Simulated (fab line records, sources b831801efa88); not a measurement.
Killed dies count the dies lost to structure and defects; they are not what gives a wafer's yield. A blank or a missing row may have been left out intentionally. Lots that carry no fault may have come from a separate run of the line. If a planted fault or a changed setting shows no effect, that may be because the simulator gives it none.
A struck lot beside a sound one | flow sky130 | 17 steps out of a route of 708
Sound: these wafers, L989.2, L989.3, L989.4. Struck: wafers L100.1, L100.4, L100.5. At the end, the cause is stated.
At each step with rows: each side's tool, then ch and its chambers, then its first start. Under that, the readings that differ: sound wafers | struck wafers | difference of the means | sigmas: that difference in standard deviations of wafers without a fault.
alike: words and numbers the same on both sides, and readings whose means are apart by under 2 such deviations; not compared: readings that were withheld, readings missing a value for some wafer, numbers with overlapping values and no deviation given by the record, and bounds like >300 which may hide the same value.
The two part at a step that has a row with sigmas, a row that says differs or no value, or rows on one side only. Numbers that don't overlap but have no deviation are shown without sigmas and don't part them. A reading that every wafer of one side lacks parts them only if that side has two wafers or more.

SKY_LDD_HVN_OVL_MEAS_07:
  struck on overlay-01, day 27 23:41; sound on overlay-01, day 24 01:03
  alike: LDD_HVN_OVL
following that, these wafers have no rows for 1 step: SKY_LDD_HVN_IMPLANT_08.
SKY_LDD_HVN_STRIP_09: strips in O2/N2.
  sound on plasmaAsher-01 ch 0,1, day 24 01:14; struck on plasmaAsher-02 ch 0,1, day 27 23:53
  alike: drypumpMotorCurrentA, oesProductAu, stripTimeToEndpointS
  not compared: rfHoursCounterH
SKY_LDD_HVN_TW_MEAS_10:
  struck on filmMetro-01, day 27 23:59; sound on filmMetro-01, day 24 01:20
  alike: LDD_HVN_TW
then, 7 steps without rows for these wafers: SKY_LDD_HVP_DEHYDRATE_00 (time 60 s); SKY_LDD_HVP_HMDS_01 (prime time 60 s); SKY_LDD_HVP_COAT_02 (resist thk 300 nm); SKY_LDD_HVP_SOFTBAKE_03 (time 60 s); SKY_LDD_HVP_EXPOSE_04 (exposes mask HVPTM, target cd 700 nm); SKY_LDD_HVP_PEB_05; SKY_LDD_HVP_DEVELOP_06 (develop time 60 s).
SKY_LDD_HVP_OVL_MEAS_07:
  struck on overlay-02, day 29 04:35; sound on overlay-02, day 25 07:40
  alike: LDD_HVP_OVL
SKY_LDD_HVP_IMPLANT_08:
  sound on implanter-03 ch 0, day 25 07:44; struck on implanter-03 ch 0, day 29 04:38
reading          | sound                           | struck                          | difference  | sigmas
doseIonsCm2      | 1.705e+13 1.6998e+13 1.7027e+13 | 8.0633e+13 8.0648e+13 8.064e+13 | +6.3615e+13 | +99 or more
faradayCurrentUA | 95.2 95.3 97.9                  | 440.7 465.7 465.7               | +361.2      | +99 or more
  alike: beamOnS
SKY_LDD_HVP_STRIP_09: strips in O2/N2.
  sound on plasmaAsher-03 ch 0,1, day 25 07:51; struck on plasmaAsher-04 ch 0,1, day 29 04:47
  alike: drypumpMotorCurrentA, oesProductAu, stripTimeToEndpointS
  not compared: rfHoursCounterH
SKY_LDD_HVP_TW_MEAS_10:
  struck on filmMetro-04, day 29 04:53; sound on filmMetro-03, day 25 07:58
reading    | sound             | struck            | difference | sigmas
LDD_HVP_TW | 461.2 461.7 462.8 | 739.7 743.8 740.5 | +279.4     | +99 or more
then, 1 step without rows for these wafers: SKY_LDD_LDN_DEHYDRATE_00 (time 60 s).
-- record jumps: 22 days separate the struck wafers' starts on either side; left off in module LDD_LDN, taken up again in module PAD_OPEN, whose first shown step is the route's number 708 --
SKY_PAD_OPEN_PROBE_99:
  struck on prober-01, day 51 04:29; sound on prober-01, day 48 20:41
reading                                     | sound                | struck               | difference | sigmas
model.etest.tip_p_5v.rsOhmSq                | 2876 2883 2883       | 957 958.2 963        | -1921      | 
model.etest.pfetG5v0d10v5.rOnOhmUm          | 4839 4869 4797       | 4200 4202 4191       | -637       | 
model.etest.pfetG5v0d10v5.driveUaUm         | 334.2 334.3 339.4    | 386.9 383.1 383.8    | +48.6      | 
model.etest.tip_p_5v.rsOhmSqRange           | 89.68 57.56 98.44    | 14.21 29.74 35.99    | -55.25     | 
model.etest.resPdiffHv.rsOhmSq              | 190 189.9 189.6      | 178.7 178.6 178.6    | -11.2      | 
model.etest.pfetG5v0d10v5.offLog10AUm       | -12.58 -12.59 -12.46 | -10.24 -10.48 -10.48 | +2.14      | 
model.etest.ring_5v.delayPs                 | 45.43 45.38 45.15    | 43.47 43.73 43.48    | -1.76      | 
model.etest.diodePdiffNwellHv.leakLog10ACm2 | -6.712 -6.753 -6.668 | -6.064 -5.932 -6.243 | +0.631     | 
  alike: killed_at_M0_to_M3, killed_at_M4_up, killedAtContacts, killedAtFrontEnd, killedAtOther, killedDies, killedOpen, killedShort

== WHERE THEY PART ==
Earliest at SKY_LDD_HVP_IMPLANT_08; latest, in this record, at SKY_LDD_HVP_TW_MEAS_10. Later steps at which nothing parts them and some readings are alike: SKY_PAD_OPEN_PROBE_99.

WHY: the cause the simulator had injected
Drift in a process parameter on implanter-03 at SKY_LDD_HVP_IMPLANT_08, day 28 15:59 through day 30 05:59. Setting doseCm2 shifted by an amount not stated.
